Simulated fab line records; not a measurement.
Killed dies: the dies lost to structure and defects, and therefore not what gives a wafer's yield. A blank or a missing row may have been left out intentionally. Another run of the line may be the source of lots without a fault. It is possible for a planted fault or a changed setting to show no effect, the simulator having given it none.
Which tool is to blame? :: flow sky130 :: Sampling: 11 lots, 33 wafers, 3 of 708 route steps

WHAT THE GAUGES SHOWED, per wafer
SKY_VT_ADJUST_NCORE_TW_MEAS_11.
lot: L974
measured: day 9 02:53
on: filmMetro-02
VT_ADJUST_NCORE_TW: 224.5 224.0 223.9

lot: L976
measured: day 9 20:28
on: filmMetro-03
VT_ADJUST_NCORE_TW: 265.9 265.4 265.4

lot: L978
measured: day 10 09:59
on: filmMetro-02
VT_ADJUST_NCORE_TW: 222.7 223.3 222.0

lot: L979
measured: day 10 13:36
on: filmMetro-02
VT_ADJUST_NCORE_TW: 271.4 272.7 271.6

lot: L980
measured: day 10 21:11
on: filmMetro-02
VT_ADJUST_NCORE_TW: 270.8 272.1 272.7

lot: L982
measured: day 11 10:32
on: filmMetro-02
VT_ADJUST_NCORE_TW: 223.8 223.9 225.2

lot: L989
measured: day 13 10:16
on: filmMetro-02
VT_ADJUST_NCORE_TW: 223.5 222.8 223.5

lot: L990
measured: day 13 17:35
on: filmMetro-02
VT_ADJUST_NCORE_TW: 223.4 223.2 222.5

lot: L993
measured: day 14 13:57
on: filmMetro-04
VT_ADJUST_NCORE_TW: 219.1 218.3 217.9

lot: L995
measured: day 15 11:07
on: filmMetro-03
VT_ADJUST_NCORE_TW: 217.1 217.7 217.0

lot: L997
measured: day 15 23:37
on: filmMetro-04
VT_ADJUST_NCORE_TW: 220.6 220.6 221.0

TOOL THAT RAN EACH LOT (tool first, then ch and the chambers of the sampled wafers, then the start)
lot: L974
SKY_FIELD_ISO_ETCH_17: rieSi-01 ch 0,2, day 2 07:34
SKY_VT_ADJUST_NCORE_IMPLANT_09: implanter-04 ch 0, day 9 02:39

lot: L976
SKY_FIELD_ISO_ETCH_17: rieSi-01 ch 2,3, day 2 16:43
SKY_VT_ADJUST_NCORE_IMPLANT_09: implanter-03 ch 0, day 9 19:54

lot: L978
SKY_FIELD_ISO_ETCH_17: rieSi-01 ch 1,2, day 3 02:26
SKY_VT_ADJUST_NCORE_IMPLANT_09: implanter-01 ch 0, day 10 09:46

lot: L979
SKY_FIELD_ISO_ETCH_17: rieSi-01 ch 2,3, day 3 07:02
SKY_VT_ADJUST_NCORE_IMPLANT_09: implanter-01 ch 0, day 10 13:03

lot: L980
SKY_FIELD_ISO_ETCH_17: rieSi-02 ch 0,1, day 3 13:16
SKY_VT_ADJUST_NCORE_IMPLANT_09: implanter-03 ch 0, day 10 20:37

lot: L982
SKY_FIELD_ISO_ETCH_17: rieSi-02 ch 1,2, day 4 01:16
SKY_VT_ADJUST_NCORE_IMPLANT_09: implanter-01 ch 0, day 11 10:18

lot: L989
SKY_FIELD_ISO_ETCH_17: rieSi-01 ch 0,1,2, day 5 12:32
SKY_VT_ADJUST_NCORE_IMPLANT_09: implanter-04 ch 0, day 13 10:01

lot: L990
SKY_FIELD_ISO_ETCH_17: rieSi-01 ch 0,3, day 5 19:26
SKY_VT_ADJUST_NCORE_IMPLANT_09: implanter-03 ch 0, day 13 17:22

lot: L993
SKY_FIELD_ISO_ETCH_17: rieSi-01 ch 0,1,2, day 6 08:32
SKY_VT_ADJUST_NCORE_IMPLANT_09: implanter-03 ch 0, day 14 13:42

lot: L995
SKY_FIELD_ISO_ETCH_17: rieSi-01 ch 0,3, day 6 19:50
SKY_VT_ADJUST_NCORE_IMPLANT_09: implanter-01 ch 0, day 15 10:52

lot: L997
SKY_FIELD_ISO_ETCH_17: rieSi-02 ch 0,3, day 7 07:16
SKY_VT_ADJUST_NCORE_IMPLANT_09: implanter-04 ch 0, day 15 23:22
- SKY_FIELD_ISO_ETCH_17: etches Si in HBr/Cl2/O2, target depth 342 nm, time 97.7 s.
- SKY_VT_ADJUST_NCORE_IMPLANT_09

THE ANSWER, worked out from the rows above alone
Rule: usual is defined by the lots themselves. Put in order of their means at a reading, lots are off if they are a third of the lots or fewer, leave a main group of 4 or more, and stand apart from it by a gap of 3 or more times the standard deviation of the main group's means; of several such gaps the widest counts. A main group is skipped when, at the precision printed for the reading in the tables above, its means are all equal. Also off: a lot with no number at a reading for which 4 or more lots have one. Any other lot the step has rows for is counted as sound.
Off: L976, L979, L980, seen at SKY_VT_ADJUST_NCORE_TW_MEAS_11 (VT_ADJUST_NCORE_TW). The main group has a mean of 221.7 with a standard deviation of 2.5.
If a tool, at a process step before that reading, ran all the lots that are off and no sound lot after the first of them, it fits. The gauges at SKY_VT_ADJUST_NCORE_TW_MEAS_11 are tried like those tools. Not one of the candidates tried fits.

WHAT HAD BEEN PUT IN BY THE SIMULATOR
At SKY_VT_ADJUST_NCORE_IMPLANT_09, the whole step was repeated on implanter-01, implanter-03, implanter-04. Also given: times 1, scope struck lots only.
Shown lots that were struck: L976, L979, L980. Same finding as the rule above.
